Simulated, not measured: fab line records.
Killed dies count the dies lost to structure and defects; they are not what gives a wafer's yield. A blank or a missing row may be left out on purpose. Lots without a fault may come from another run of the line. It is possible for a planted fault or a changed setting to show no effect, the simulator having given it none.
Which of the tools did it?	flow gf180mcu	Sampling: 12 lots, 36 wafers, 5 of 602 route steps

== WHAT THE GAUGES SHOWED, per wafer ==
GF_DUAL_GATE_OVL_MEAS_11.
lot	measured	on	DUAL_GATE_OVL (nm)
L238	day 8 12:26	overlay-01	0.9 0.5 -0.8
L239	day 8 18:26	overlay-02	3.6 0.7 1.2
L240	day 8 19:38	overlay-02	1.9 0.3 1.4
L241	day 9 03:45	overlay-02	-0.3 -0.4 -1.1
L242	day 9 08:53	overlay-02	1.6 2.0 0.4
L245	day 10 13:53	overlay-02	2.8 -1.5 -0.3
L252	day 12 07:39	overlay-02	-0.2 1.1 0.4
L254	day 12 17:11	overlay-02	-0.6 0.2 0.3
L255	day 13 01:55	overlay-02	-1.0 0.3 -0.2
L256	day 13 08:10	overlay-01	-0.1 -0.1 0.3
L257	day 13 14:11	overlay-02	3.8 2.3 2.7
L260	day 14 09:58	overlay-02	0.0 -0.7 -0.9

GF_HV_LDD_CD_MEAS_31: the cd target is 400 nm.
lot	measured	on	cdNm (nm)
L238	day 11 14:44	cdSem-02	402.8 401.4 401.7
L239	day 11 20:36	cdSem-02	395.9 398.8 399.4
L240	day 11 22:14	cdSem-02	400.2 397.2 398.5
L241	day 12 12:15	cdSem-01	396.7 395.9 395.0
L242	day 12 18:23	cdSem-02	- - -
L245	day 13 23:29	cdSem-02	396.9 395.9 394.6
L252	day 15 21:45	cdSem-02	395.5 396.8 398.2
L254	day 16 10:56	cdSem-01	398.9 398.8 400.2
L255	day 16 18:56	cdSem-01	399.1 397.3 399.6
L256	day 17 01:05	cdSem-02	397.4 395.4 396.6
L257	day 17 08:20	cdSem-01	397.8 398.0 397.1
L260	day 18 08:20	cdSem-02	403.3 402.7 404.5

GF_HV_LDD_TW_MEAS_38.
lot	measured	on	HV_LDD_3_TW
L238	day 11 15:36	filmMetro-01	1426 1427 1417
L239	day 11 21:27	filmMetro-01	1421 1426 1422
L240	day 11 23:04	filmMetro-02	1441 1440 1447
L241	day 12 13:06	filmMetro-01	1429 1430 1426
L242	day 12 19:14	filmMetro-04	30 30 30 30 30 30
L245	day 14 00:20	filmMetro-02	1439 1436 1437
L252	day 15 22:35	filmMetro-01	1425 1433 1432
L254	day 16 11:47	filmMetro-04	1402 1412 1408
L255	day 16 19:46	filmMetro-04	1410 1405 1414
L256	day 17 01:56	filmMetro-02	1444 1444 1442
L257	day 17 09:10	filmMetro-01	1432 1433 1433
L260	day 18 09:11	filmMetro-02	1443 1445 1446

GF_SALICIDE_RS_MEAS_04: measures by four-point-probe.
lot	measured	on	SALICIDE_TIN_RS (ohm/sq)
L238	day 15 02:15	filmMetro-03	16.4 16.7 16.5
L239	day 15 11:02	filmMetro-03	17.1 16.9 17.1
L240	day 15 13:20	filmMetro-04	15.6 15.8 16.5
L241	day 16 02:39	filmMetro-04	16.4 16.6 16.7
L245	day 17 17:41	filmMetro-04	16.3 16.4 16.3
L252	day 20 06:07	filmMetro-04	16.8 16.9 16.9
L254	day 20 16:09	filmMetro-03	16.7 16.6 16.3
L255	day 21 02:27	filmMetro-03	16.6 16.6 16.9
L256	day 21 09:15	filmMetro-01	15.6 16.1 15.6
L257	day 21 17:02	filmMetro-03	16.9 16.5 16.2
L260	day 22 15:44	filmMetro-03	16.2 16.5 15.9

== WHICH TOOL RAN EACH LOT (tool, then ch and the chambers of the sampled wafers, then the start) ==
lot	GF_HV_LDD_EXPOSE_28
L238	ilineStepper-01 ch 0, day 11 05:48
L239	ilineStepper-01 ch 0, day 11 12:09
L240	ilineStepper-01 ch 0, day 11 13:25
L241	ilineStepper-01 ch 0, day 12 03:15
L242	ilineStepper-01 ch 0, day 12 08:59
L245	ilineStepper-01 ch 0, day 13 13:41
L252	ilineStepper-01 ch 0, day 15 11:20
L254	ilineStepper-02 ch 0, day 16 00:29
L255	ilineStepper-01 ch 0, day 16 08:43
L256	ilineStepper-02 ch 0, day 16 14:49
L257	ilineStepper-01 ch 0, day 16 21:32
L260	ilineStepper-01 ch 0, day 17 20:53
- GF_HV_LDD_EXPOSE_28: exposes mask Nplus HV AREA, target cd 400 nm.

== AS READ BY THE TOOLS THEMSELVES (means over the sampled wafers that have a number; for cases with no such wafer, the mark the record gives instead) ==
The record holds no such reading with a usual standard deviation.

== THE ANSWER, worked out from the rows above alone ==
Rule: the lots themselves supply what counts as usual. The widest of any qualifying gaps counts: lots, ordered by their means at a reading, are off when they make up no more than a third of the lots, leave a main group of 4 or more, and stand apart from it by 3 or more times the standard deviation of that group's means. Not used: any main group whose means are identical at the precision the tables above print for the reading. Also off: a lot with no number at a reading for which 4 or more lots have one. Any other lot the step has rows for is counted as sound. Order of review: gauges by route order, followed by the tools' own readings, for which a lot's mean as printed above is used. At the first step where some lot is off, the reading lying furthest off is the one used; lots without a number count as furthest.
Off, at GF_HV_LDD_CD_MEAS_31 on cdNm: L242. Without a number there: L242. Mean 398.4 nm and standard deviation 2.3 in the main group.
A tool fits if, at a process step before that reading, it ran every lot that is off, and no sound lot after the first of them. Not tried: the gauges at GF_HV_LDD_CD_MEAS_31; whatever is off there is also off at GF_HV_LDD_TW_MEAS_38, on other tools, and gauge error can't account for it. Not one of the candidates tried fits.

== WHAT THE SIMULATOR PUT IN ==
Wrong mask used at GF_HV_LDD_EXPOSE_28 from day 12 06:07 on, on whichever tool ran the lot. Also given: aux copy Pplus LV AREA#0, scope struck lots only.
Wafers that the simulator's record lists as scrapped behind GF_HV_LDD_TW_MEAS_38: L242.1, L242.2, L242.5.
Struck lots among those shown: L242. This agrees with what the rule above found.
